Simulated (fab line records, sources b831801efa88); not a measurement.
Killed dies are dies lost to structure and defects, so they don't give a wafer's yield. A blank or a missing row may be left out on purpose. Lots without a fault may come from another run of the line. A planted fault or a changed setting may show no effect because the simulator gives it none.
One fault seen from 2 desks | flow gf180mcu | each desk has only its own numbers; what lay behind them comes last

THE METROLOGY DESK
What the gauges read, lot by lot, whatever tool the lot ran on: means of the sampled wafers that have a number. A lot is out of limits, marked OUT, if its mean lies more than 4 standard deviations from the usual mean; the brackets give that distance.
Columns: A = V3_BOW at GF_V3_BOW_MEAS_05, usual 114 um; B = cd_nm at GF_V3_CD_MEAS_14, usual 260.1 nm; C = V3_OVL at GF_V3_OVL_MEAS_15, usual -3 nm
lot  | first seen here | A   | B     | C
L788 | day 23 13:35    | 112 | 259.4 | -5
L792 | day 24 17:23    | 108 | 259.1 | -6
L796 | day 25 22:46    | 114 | 259.6 | 3
L797 | day 26 10:20    | 118 | 259.6 | -8
L798 | day 26 14:04    | 121 | 260.2 | -8
L801 | day 27 08:21    | 108 | 261.0 | -6
L805 | day 28 13:02    | 97  | 258.1 | -5
This desk's finding: nothing out of limits on any of the 7 lots.

THE TOOL OWNER'S DESK: rie_diel-04
The tool's own readings at GF_V3_ETCH_17 (etches SiO2 in C4F8/O2/Ar, stops on TiN, target depth 635 nm): means of the sampled wafers that have a number, for each lot that ran on this tool. A lot is out of limits, marked OUT, if its mean lies more than 4 standard deviations from the usual mean; the brackets give that distance.
Columns: A = bias_w at GF_V3_ETCH_17, usual 1200 W; B = oes_product_au at GF_V3_ETCH_17, usual 0.856 a.u.
lot  | first seen here | A              | B
L792 | day 25 15:00    | 1197           | 0.857
L796 | day 26 20:00    | 1275 (+20) OUT | 0.855
L797 | day 27 06:00    | 1274 (+20) OUT | 0.855
L798 | day 27 10:00    | 1343 (+39) OUT | 0.859
This desk's finding: out of limits on L796, L797, L798; first on L796, day 26 20:00 (bias_w at GF_V3_ETCH_17). In limits: L792.

PUT TOGETHER
The tool owner's desk could have raised an alarm at day 26 20:00, on L796, L797, L798.
The metrology desk saw nothing out of limits.
The metrology desk has L796, L797, L798 on record, within its limits.
Of the lots named, all ran GF_V3_ETCH_17 on rie_diel-04.

WHAT THE SIMULATOR HAD PUT IN
Process parameter drift: rie_diel-04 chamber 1, from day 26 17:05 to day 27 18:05, at GF_V3_ETCH_17. Setting bias_w, moved by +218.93, from 1200. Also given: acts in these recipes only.
Lots struck among those shown: L796, L797, L798.
Hours from the fault's start to each desk's first reading out of limits: the tool owner's desk, 3.
